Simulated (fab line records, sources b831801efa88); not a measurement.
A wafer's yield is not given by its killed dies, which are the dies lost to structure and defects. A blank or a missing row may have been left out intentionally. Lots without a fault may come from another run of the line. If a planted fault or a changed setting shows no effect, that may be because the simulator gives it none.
Chamber matching :: flow sky130 :: SKY_VIA1_ETCH_15 on rie diel-03: 3 sister chambers
The step etches SiO2 in C4F8/O2/Ar, stops on TiN, target depth 351 nm, time 54 s. 3 wafers are shown with their chamber, then 4 later ones without.

## WAFERS PAIRED WITH THEIR CHAMBERS
wafer: L294.1
chamber: 2
chamber pressure mTorr (mTorr): 40.00

wafer: L294.3
chamber: 0
chamber pressure mTorr (mTorr): 40.01

wafer: L294.6
chamber: 1
chamber pressure mTorr (mTorr): 40.05

## WAFERS WITH NO CHAMBER GIVEN
wafer: L295.2
chamber pressure mTorr (mTorr): 39.97

wafer: L295.4
chamber pressure mTorr (mTorr): 40.04

wafer: L297.2
chamber pressure mTorr (mTorr): 40.03

wafer: L297.5
chamber pressure mTorr (mTorr): 39.96

## CHAMBER TAKEN BY EACH
wafer: L295.2
from the rows above: can't be placed: 2 or 0 or 1
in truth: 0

wafer: L295.4
from the rows above: can't be placed: 1 or 0 or 2
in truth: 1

wafer: L297.2
from the rows above: can't be placed: 1 or 0 or 2
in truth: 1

wafer: L297.5
from the rows above: can't be placed: 2 or 0 or 1
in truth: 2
0 of 4 placed correctly. These rows do not allow placing 4 (true chamber among the candidates in 4). 0 placed wrongly.
How it was worked out, from the rows above alone: a wafer's distance from a chamber is the root of the sum, over the readings, of the square of ((its reading less the chamber's mean) divided by the reading's scatter). The wafer belongs to the nearest chamber; if the next one is less than 2 further off, it can't be placed. The mean given for a chamber averages the wafers shown for that chamber. The scatter: root of mean squared gap, hidden wafer to nearest shown wafer, with one shown wafer a chamber.
